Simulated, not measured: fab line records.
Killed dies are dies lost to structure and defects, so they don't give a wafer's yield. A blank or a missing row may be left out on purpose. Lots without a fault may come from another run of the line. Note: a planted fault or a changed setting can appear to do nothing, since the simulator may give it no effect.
Which of the tools did it? | flow gf180mcu | 12 lots with 36 wafers sampled at 5 steps, on a route of 602 steps

## WHAT EACH GAUGE READ, for each wafer
GF_VT_IMPLANT_TW_MEAS_21. Usual: for VT_IMPLANT_2_TW the level is 1207 and the standard deviation is 12.
lot  | measured     | on            | VT_IMPLANT_2_TW | flag
L108 | day 6 07:28  | film-metro-03 | 1225 1220 1226  |
L109 | day 6 12:31  | film-metro-02 | 1203 1191 1197  |
L110 | day 7 00:22  | film-metro-01 | 1193 1194 1191  |
L115 | day 8 00:44  | film-metro-03 | 1226 1233 1231  |
L116 | day 8 11:15  | film-metro-02 | 1197 1194 1199  |
L117 | day 8 15:41  | film-metro-02 | 1199 1203 1207  |
L119 | day 9 05:31  | film-metro-03 | 1232 1222 1222  |
L120 | day 9 11:49  | film-metro-01 | 1200 1199 1207  |
L126 | day 11 00:02 | film-metro-01 | 1203 1209 1203  |
L127 | day 11 07:08 | film-metro-02 | 1209 1206 1210  |
L129 | day 11 21:03 | film-metro-01 | 1201 1202 1202  |
L131 | day 12 08:41 | film-metro-03 | 1223 1225 1231  |

GF_POLY_GATE_THK_MEAS_01. Usual: for POLY_GATE_CVD_00_THK the level is 198.6 nm and the standard deviation is 2.1.
lot  | measured     | on            | POLY_GATE_CVD_00_THK (nm)           | flag
L108 | day 8 13:25  | film-metro-03 | 200.0 198.7 199.8                   |
L109 | day 8 18:58  | film-metro-04 | 194.7 194.3 194.0                   |
L110 | day 9 05:12  | film-metro-04 | 201.1 199.5 202.0                   |
L115 | day 10 09:14 | film-metro-02 | 198.8 197.4 198.0                   |
L116 | day 10 20:25 | film-metro-04 | 195.7 196.5 196.7                   |
L117 | day 11 01:18 | film-metro-02 | 199.3 201.4 200.1                   |
L119 | day 11 16:12 | film-metro-02 | 196.7 196.8 195.6                   |
L120 | day 12 02:43 | film-metro-02 | 198.3 198.8 198.2                   |
L126 | day 13 16:10 | film-metro-03 | 276.3 277.2 276.3 276.2 277.1 276.5 | OFF
L127 | day 13 23:35 | film-metro-03 | 275.1 275.4 276.6 275.3 275.3 276.5 | OFF
L129 | day 14 17:52 | film-metro-03 | 201.7 201.9 201.3                   |
L131 | day 15 07:44 | film-metro-02 | 197.6 196.4 197.9                   |

GF_HV_LDD_OVL_MEAS_08. Usual: for HV_LDD_OVL the level is 0.4 nm and the standard deviation is 1.3.
lot  | measured     | on         | HV_LDD_OVL (nm) | flag
L108 | day 10 02:20 | overlay-01 | 4.3 1.5 1.4     |
L109 | day 10 10:38 | overlay-02 | -0.2 1.7 -0.6   |
L110 | day 10 18:52 | overlay-01 | 0.3 1.1 -1.6    |
L115 | day 12 00:01 | overlay-01 | -1.6 -1.6 -2.4  |
L116 | day 12 12:38 | overlay-02 | 1.3 1.2 -0.2    |
L117 | day 12 17:06 | overlay-01 | -0.4 1.6 0.5    |
L119 | day 13 08:58 | overlay-01 | -1.0 0.1 -2.1   |
L120 | day 13 21:38 | overlay-02 | 1.0 1.5 1.3     |
L126 | day 15 12:58 | overlay-01 | 0.4 -0.1        |
L127 | day 15 23:22 | overlay-02 | 0.4 0.4 0.9     |
L129 | day 16 16:29 | overlay-01 | 0.9 1.1 1.0     |
L131 | day 17 05:13 | overlay-02 | 3.8 2.1 2.9     |

## WHICH TOOL RAN EACH LOT (tool, then ch and the chambers of the sampled wafers, then the start)
lot  | GF_VT_IMPLANT_STRIP_20               | GF_POLY_GATE_CVD_00
L108 | plasma-asher-01 ch 0,1, day 6 07:22  | lpcvd-02 ch 1, day 8 12:04
L109 | plasma-asher-03 ch 0,1, day 6 12:25  | lpcvd-01 ch 0, day 8 16:57
L110 | plasma-asher-01 ch 0,1, day 7 00:16  | lpcvd-02 ch 1, day 9 03:52
L115 | plasma-asher-04 ch 0,1, day 8 00:38  | lpcvd-01 ch 0, day 10 07:54
L116 | plasma-asher-01 ch 0,1, day 8 11:09  | lpcvd-01 ch 1, day 10 19:04
L117 | plasma-asher-03 ch 0,1, day 8 15:35  | lpcvd-02 ch 1, day 10 23:58
L119 | plasma-asher-01 ch 0,1, day 9 05:25  | lpcvd-01 ch 0, day 11 14:52
L120 | plasma-asher-01 ch 0,1, day 9 11:43  | lpcvd-01 ch 0, day 12 01:21
L126 | plasma-asher-03 ch 0,1, day 10 23:56 | lpcvd-02 ch 0, day 13 14:49
L127 | plasma-asher-03 ch 0,1, day 11 07:03 | lpcvd-02 ch 1, day 13 22:14
L129 | plasma-asher-03 ch 0,1, day 11 20:58 | lpcvd-01 ch 0, day 14 16:31
L131 | plasma-asher-01 ch 0,1, day 12 08:34 | lpcvd-01 ch 1, day 15 06:24
- GF_VT_IMPLANT_STRIP_20: strips in O2/N2.
- GF_POLY_GATE_CVD_00: deposits poly-Si, target thk 200 nm, time 1200 s.

## AS READ BY THE TOOLS THEMSELVES (means over the sampled wafers that have a number; for cases with no such wafer, the mark the record gives instead)
GF_VT_IMPLANT_STRIP_20. Usual: chamber-pressure-mTorr 1500.2 mTorr, standard deviation 1.3; drypump-motor-current-A 5.8 A, standard deviation 0.58; heater-power-w 365 W, standard deviation 35; oes-product-au 0.715 a.u., standard deviation 0.0044; strip-time-to-endpoint-s 12.63 s, standard deviation 0.032.
lot  | tool            | chamber-pressure-mTorr (mTorr) | drypump-motor-current-A (A) | heater-power-w (W) | oes-product-au (a.u.) | strip-time-to-endpoint-s (s) | flag
L108 | plasma-asher-01 | 1500.4                         | 6.0                         | 366                | 0.712                 | 12.65                        |
L109 | plasma-asher-03 | 1500.9                         | 5.4                         | 364                | 0.715                 | 12.61                        |
L110 | plasma-asher-01 | 1499.3                         | 6.2                         | 369                | 0.716                 | 12.65                        |
L115 | plasma-asher-04 | 1501.0                         | 5.5                         | 324                | 0.712                 | 12.61                        |
L116 | plasma-asher-01 | 1500.3                         | 6.2                         | 376                | 0.717                 | 12.62                        |
L117 | plasma-asher-03 | 1500.1                         | 5.4                         | 358                | 0.711                 | 12.62                        |
L119 | plasma-asher-01 | 1499.5                         | 6.2                         | 368                | 0.714                 | 12.60                        |
L120 | plasma-asher-01 | 1499.2                         | 5.9                         | 368                | 0.712                 | 12.67                        |
L126 | plasma-asher-03 | 1501.1                         | 5.0                         | 396                | 0.716                 | 12.64                        |
L127 | plasma-asher-03 | 1499.2                         | 5.4                         | 355                | 0.712                 | 12.62                        |
L129 | plasma-asher-03 | 1500.4                         | 5.4                         | 356                | 0.714                 | 12.62                        |
L131 | plasma-asher-01 | 1500.0                         | 6.2                         | 371                | 0.717                 | 12.62                        |

GF_POLY_GATE_CVD_00. Usual: spike-tc-upper-C 620.4 C, standard deviation 1.4; zone-power-lower-pct 9.0 %, standard deviation 0.89; zone-power-upper-pct 9.0 %, standard deviation 1.
lot  | tool     | spike-tc-upper-C (C) | zone-power-lower-pct (%) | zone-power-upper-pct (%) | flag
L108 | lpcvd-02 | 620.8                | 9.6                      | 7.6                      |
L109 | lpcvd-01 | 619.7                | 8.1                      | 9.7                      |
L110 | lpcvd-02 | 621.9                | 9.8                      | 7.5                      |
L115 | lpcvd-01 | 618.8                | 8.1                      | 9.6                      |
L116 | lpcvd-01 | 621.2                | 10.2                     | 8.8                      |
L117 | lpcvd-02 | 620.9                | 9.7                      | 7.6                      |
L119 | lpcvd-01 | 620.6                | 8.1                      | 9.6                      |
L120 | lpcvd-01 | 619.8                | 8.0                      | 9.6                      |
L126 | lpcvd-02 | 618.6                | 8.4                      | 10.1                     |
L127 | lpcvd-02 | 621.3                | 9.9                      | 7.5                      |
L129 | lpcvd-01 | 619.9                | 8.0                      | 9.6                      |
L131 | lpcvd-01 | 621.8                | 10.2                     | 8.8                      |

## THE ANSWER, worked out from the rows above alone
Rule: take the mean of a lot's wafers that have a number; if it is more than 3 standard deviations from the usual mean, the lot is off. A lot without any number at a reading at which 4 lots or more have one is off too. Where the step has rows for the other lots, those lots are counted as sound. Order of review: gauges by route order, followed by the tools' own readings, for which a lot's mean as printed above is used. The first step at which some lot is off is used, and at that step the reading that is off furthest; a lot without a number counts as furthest.
Off: at GF_POLY_GATE_THK_MEAS_01 (POLY_GATE_CVD_00_THK), L126, L127.
A tool fits if, at a process step before that reading, it ran every lot that is off, and no sound lot after the first of them. Those tools and the gauges at GF_POLY_GATE_THK_MEAS_01 are tried in the same way. One fits: GF_POLY_GATE_CVD_00 on lpcvd-02. Its last sound lot is L117 (day 10 23:58), its first lot that is off L126 (day 13 14:49): a fault that began between those two fits.

## WHAT WAS PUT IN BY THE SIMULATOR
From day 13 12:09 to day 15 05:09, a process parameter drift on lpcvd-02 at GF_POLY_GATE_CVD_00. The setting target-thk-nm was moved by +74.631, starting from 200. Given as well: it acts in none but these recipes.
Lots struck among those shown: L126, L127. Same finding as the rule above.
